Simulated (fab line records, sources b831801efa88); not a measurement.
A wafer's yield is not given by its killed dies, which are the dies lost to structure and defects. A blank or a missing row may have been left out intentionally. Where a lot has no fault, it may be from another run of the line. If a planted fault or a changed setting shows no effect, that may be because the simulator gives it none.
The tool behind it: which one? :: flow sky130 :: Sampling: 14 lots, 42 wafers, 2 of 708 route steps

== WHAT THE GAUGES SHOWED, per wafer ==
SKY_CONTACT_THK_MEAS_01. Usual: for CONTACT_CVD_00_THK the level is 74.8 nm and the standard deviation is 1.1.
lot: L772
measured: day 30 10:37
on: film-metro-02
CONTACT_CVD_00_THK (nm): 75.4 75.5 75.6
flag: 

lot: L773
measured: day 31 04:29
on: film-metro-02
CONTACT_CVD_00_THK (nm): 75.1 75.3 76.5
flag: 

lot: L775
measured: day 31 19:17
on: film-metro-02
CONTACT_CVD_00_THK (nm): 74.8 75.9 76.2
flag: 

lot: L774
measured: day 31 22:27
on: film-metro-03
CONTACT_CVD_00_THK (nm): 75.8 73.3 75.2
flag: 

lot: L776
measured: day 32 06:47
on: film-metro-02
CONTACT_CVD_00_THK (nm): 73.1 74.1 75.0
flag: 

lot: L780
measured: day 33 07:44
on: film-metro-01
CONTACT_CVD_00_THK (nm): 53.9 52.6 52.2
flag: OFF

lot: L782
measured: day 34 04:58
on: film-metro-03
CONTACT_CVD_00_THK (nm): 52.6 52.5 53.7
flag: OFF

lot: L789
measured: day 35 22:25
on: film-metro-02
CONTACT_CVD_00_THK (nm): 73.7 73.3 74.3
flag: 

lot: L790
measured: day 36 12:47
on: film-metro-03
CONTACT_CVD_00_THK (nm): 76.2 74.8 76.3
flag: 

lot: L791
measured: day 36 14:21
on: film-metro-03
CONTACT_CVD_00_THK (nm): 73.3 74.9 75.3
flag: 

lot: L793
measured: day 37 02:57
on: film-metro-03
CONTACT_CVD_00_THK (nm): 71.8 73.5 74.8
flag: 

lot: L792
measured: day 37 04:08
on: film-metro-02
CONTACT_CVD_00_THK (nm): 73.0 75.0 73.7
flag: 

lot: L794
measured: day 37 14:42
on: film-metro-02
CONTACT_CVD_00_THK (nm): 75.0 76.1 76.4
flag: 

lot: L795
measured: day 37 21:42
on: film-metro-03
CONTACT_CVD_00_THK (nm): 74.7 75.1 76.5
flag: 

== WHICH TOOL RAN EACH LOT (tool, then ch and the chambers of the sampled wafers, then the start) ==
lot: L772
SKY_CONTACT_CVD_00: pecvd-02 ch 1,2, day 30 10:34

lot: L773
SKY_CONTACT_CVD_00: pecvd-04 ch 1,2, day 31 04:27

lot: L775
SKY_CONTACT_CVD_00: pecvd-02 ch 1,2, day 31 19:14

lot: L774
SKY_CONTACT_CVD_00: pecvd-01 ch 0,1,2, day 31 22:25

lot: L776
SKY_CONTACT_CVD_00: pecvd-02 ch 0,1,2, day 32 06:44

lot: L780
SKY_CONTACT_CVD_00: pecvd-04 ch 0,1,2, day 33 07:41

lot: L782
SKY_CONTACT_CVD_00: pecvd-04 ch 1,2, day 34 04:56

lot: L789
SKY_CONTACT_CVD_00: pecvd-01 ch 0,2, day 35 22:22

lot: L790
SKY_CONTACT_CVD_00: pecvd-02 ch 0,2, day 36 12:44

lot: L791
SKY_CONTACT_CVD_00: pecvd-01 ch 0,2, day 36 14:18

lot: L793
SKY_CONTACT_CVD_00: pecvd-01 ch 0,2, day 37 02:54

lot: L792
SKY_CONTACT_CVD_00: pecvd-02 ch 0,1,2, day 37 04:07

lot: L794
SKY_CONTACT_CVD_00: pecvd-04 ch 2, day 37 14:38

lot: L795
SKY_CONTACT_CVD_00: pecvd-02 ch 0,1,2, day 37 21:40
- SKY_CONTACT_CVD_00: deposits Si3N4, target thk 75 nm.

== AS READ BY THE TOOLS THEMSELVES (means over the sampled wafers that have a number; for cases with no such wafer, the mark the record gives instead) ==
SKY_CONTACT_CVD_00. Usual: 702 W for heater-power-w, sd 140.
lot: L772
tool: pecvd-02
heater-power-w (W): 648
flag: 

lot: L773
tool: pecvd-04
heater-power-w (W): 682
flag: 

lot: L775
tool: pecvd-02
heater-power-w (W): 765
flag: 

lot: L774
tool: pecvd-01
heater-power-w (W): 594
flag: 

lot: L776
tool: pecvd-02
heater-power-w (W): 775
flag: 

lot: L780
tool: pecvd-04
heater-power-w (W): 651
flag: 

lot: L782
tool: pecvd-04
heater-power-w (W): 680
flag: 

lot: L789
tool: pecvd-01
heater-power-w (W): 624
flag: 

lot: L790
tool: pecvd-02
heater-power-w (W): 656
flag: 

lot: L791
tool: pecvd-01
heater-power-w (W): 655
flag: 

lot: L793
tool: pecvd-01
heater-power-w (W): 662
flag: 

lot: L792
tool: pecvd-02
heater-power-w (W): 783
flag: 

lot: L794
tool: pecvd-04
heater-power-w (W): 720
flag: 

lot: L795
tool: pecvd-02
heater-power-w (W): 733
flag: 

== THE ANSWER, worked out from the rows above alone ==
Rule: a lot is off if the mean of its wafers that have a number lies more than 3 standard deviations from the usual mean. A lot without any number at a reading at which 4 lots or more have one is off too. Any other lot the step has rows for is counted as sound. The gauges are gone through in route order, then the tools' own readings, and for those a lot's mean is taken as printed above. At the first step where some lot is off, the reading lying furthest off is the one used; lots without a number count as furthest.
Off: at SKY_CONTACT_THK_MEAS_01 (CONTACT_CVD_00_THK), L780, L782.
If a tool, at a process step before that reading, ran all the lots that are off and no sound lot after the first of them, it fits. Gauges at SKY_CONTACT_THK_MEAS_01: tried the same way as those tools. Not one of the candidates tried fits.

== WHAT HAD BEEN PUT IN BY THE SIMULATOR ==
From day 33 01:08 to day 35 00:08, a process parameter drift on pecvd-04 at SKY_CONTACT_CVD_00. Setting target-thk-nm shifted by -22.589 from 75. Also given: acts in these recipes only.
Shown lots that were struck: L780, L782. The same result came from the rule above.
